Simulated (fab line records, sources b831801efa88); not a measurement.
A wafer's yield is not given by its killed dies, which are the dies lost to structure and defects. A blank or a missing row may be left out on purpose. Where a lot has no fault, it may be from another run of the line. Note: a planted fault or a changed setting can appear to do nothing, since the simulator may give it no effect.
One fault through the eyes of 2 desks -- flow sky130 -- numbers are kept per desk, each desk with only its own; the story behind them comes last

## TOOL OWNER'S DESK, rieMetal-02
The tool's own readings at SKY_METAL1_ETCH_18 (etches BARC in N2/H2, stops on SiO2, time 45.9 s, target depth 60 nm): means of the sampled wafers that have a number, for each lot that ran on this tool. Marked OUT: a lot whose mean sits more than 4 standard deviations from the usual mean, which makes it out of limits; the brackets give that distance.
Columns: A = drypumpMotorCurrentA at SKY_METAL1_ETCH_18, usual 5.63 A; B = oesProductAu at SKY_METAL1_ETCH_18, usual 0.854 a.u.; C = runLengthS at SKY_METAL1_ETCH_18, usual 74.5 s; D = throttleValvePct at SKY_METAL1_ETCH_18, usual 13.225 %
lot,first seen here,A,B,C,D
L802,day 32 19:28,5.72,0.854,73.7,13.230
L813,day 36 09:22,5.77,0.956 (+21) OUT,68.9 (-5.1) OUT,13.238
L814,day 37 00:59,5.76,0.954 (+21) OUT,68.6 (-5.4) OUT,13.231
This desk's finding: out of limits on L813, L814; first on L813, day 36 09:22 (oesProductAu at SKY_METAL1_ETCH_18). L802: within limits.

## METROLOGY DESK
Lot by lot, what the gauges showed, no matter which tool ran the lot: averages of those sampled wafers that carry a number. Marked OUT: a lot whose mean sits more than 4 standard deviations from the usual mean, which makes it out of limits; the brackets give that distance.
Columns: A = METAL1_ALCU_THK at SKY_METAL1_THK_MEAS_06, usual 252 nm; B = cdNm at SKY_METAL1_CD_MEAS_15, usual 139.8 nm; C = METAL1_OVL at SKY_METAL1_OVL_MEAS_16, usual 1 nm
lot,first seen here,A,B,C
L802,day 31 15:29,255,138.4,-3
L803,day 32 09:53,251,139.1,10
L813,day 35 07:33,247,138.4,-3
L814,day 35 23:03,253,139.5,4
L822,day 38 05:34,255,140.4,7
L825,day 38 20:26,252,141.5,0
This desk's verdict: no lot among the 6 shows anything out of limits.

## PUT TOGETHER
The tool owner's desk could have raised an alarm at day 36 09:22, on L813, L814.
The metrology desk saw nothing out of limits.
The metrology desk has L813, L814 on record, within its limits.
SKY_METAL1_ETCH_18 was run on rieMetal-02 by each of the lots named.

## WHAT HAD BEEN PUT IN BY THE SIMULATOR
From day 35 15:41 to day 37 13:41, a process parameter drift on rieMetal-02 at SKY_METAL1_ETCH_18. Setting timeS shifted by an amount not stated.
Shown lots that were struck: L813, L814.
Delay in hours, fault start to first out-of-limits reading, by desk: the tool owner's desk at 18.
